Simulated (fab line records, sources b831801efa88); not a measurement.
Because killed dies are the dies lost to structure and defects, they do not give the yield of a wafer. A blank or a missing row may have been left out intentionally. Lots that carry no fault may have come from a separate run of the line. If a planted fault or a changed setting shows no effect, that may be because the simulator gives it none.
A lot that was struck, set against a sound lot    flow gf180mcu    15 steps out of a route of 602
Sound: these wafers, L699.2, L699.4, L699.5. Struck: wafer L708.3. (L708.2, L708.4 of the same lot were not struck and are left out.) The cause comes at the end.
For every step that has rows: the tool of each side, followed by ch and its chambers, followed by its first start. Under that, the readings that differ: sound wafers    struck wafers    difference of the means    sigmas: that difference in standard deviations of wafers without a fault.
alike: same words and numbers on both sides, and readings whose means sit less than 2 such deviations apart. not compared: any withheld reading, any reading some wafer has no value for, any bound like >300 that may hide the same value, and any number with overlapping values for which the record gives no deviation.
Wherever a step has rows on one side only, a row that says differs or no value, or a row with sigmas, the two part there. Numbers that don't overlap but have no deviation are shown without sigmas and don't part them. A reading that every wafer of one side lacks parts them only if that side has two wafers or more.

GF_CONTACT_ETCH_16: etches BARC in N2/H2.
  sound on rie_diel-03 ch 0,1,2, day 18 08:27; struck on rie_diel-04 ch 3, day 21 20:30
  alike: drypump_motor_current_A, oes_product_au, rf_fwd_power_W, throttle_valve_pct
then, 1 step without rows for these wafers: GF_CONTACT_ETCH_17 (etches SiO2 in C4F8/O2/Ar, stops on CoSi2, target depth 860 nm).
GF_CONTACT_STRIP_18: strips in O2/N2.
  sound on plasma_asher-01 ch 0,1, day 18 08:37; struck on plasma_asher-01 ch 1, day 21 20:40
  alike: drypump_motor_current_A, heater_power_w, o2_flow_sccm, oes_product_au
  not compared: rf_hours_counter_h
then, 3 steps without rows for these wafers: GF_CONTACT_CLEAN_19 (cleans in SPM); GF_CONTACT_CLEAN_20 (cleans in DIW); GF_CONTACT_CLEAN_21 (cleans in dHF, time 20 s).
GF_CONTACT_SPUTTER_22: material Ti, target thk 15 nm, time 80.02 s.
  sound on pvd_sputter-02 at day 18 08:55; struck on pvd_sputter-04 at day 21 20:58
  alike: throttle_valve_pct
GF_CONTACT_SPUTTER_23: material TiN, target thk 10 nm, time 40 s.
  sound on pvd_sputter-02 at day 18 08:59; struck on pvd_sputter-04 at day 21 21:02
  alike: throttle_valve_pct
then, 1 step without rows for these wafers: GF_CONTACT_CVD_24 (deposits W, target thk 300 nm, time 90.339 s).
GF_CONTACT_RS_MEAS_25: a four-point-probe measurement.
  sound on film_metro-04 at day 18 09:08; struck on film_metro-04 at day 21 21:11
  alike: CONTACT_W_RS
GF_CONTACT_THK_MEAS_26: measures by xrf.
  sound on film_metro-04 at day 18 09:15; struck on film_metro-04 at day 21 21:17
  alike: CONTACT_W_THK
GF_CONTACT_CMP_27: polishes, stops on SiO2, t overpolish 15 s, target thk 0 nm.
  sound on cmp-02 ch 1,2,3, day 18 09:24; struck on cmp-02 ch 2, day 21 21:20
  alike: motor_current_A, overpolish_run_s, time_to_endpoint_s
GF_M1_SPUTTER_00: material Ti, target thk 37.5 nm, time 150 s.
  sound on pvd_sputter-03 at day 18 09:36; struck on pvd_sputter-03 at day 21 21:38
reading                                sound              struck  difference  sigmas
model.Ti_of_M1_SPUTTER_00.thk_nm (nm)  38.32 37.98 38.02  23.84   -14.27      
  alike: throttle_valve_pct
then, 2 steps without rows for these wafers: GF_M1_SPUTTER_01 (material TiN, target thk 30 nm, time 25 s); GF_PASSIVATION_PROBE_99.

WHERE THEY PART
Nowhere in this record.

WHY: what had been put in by the simulator
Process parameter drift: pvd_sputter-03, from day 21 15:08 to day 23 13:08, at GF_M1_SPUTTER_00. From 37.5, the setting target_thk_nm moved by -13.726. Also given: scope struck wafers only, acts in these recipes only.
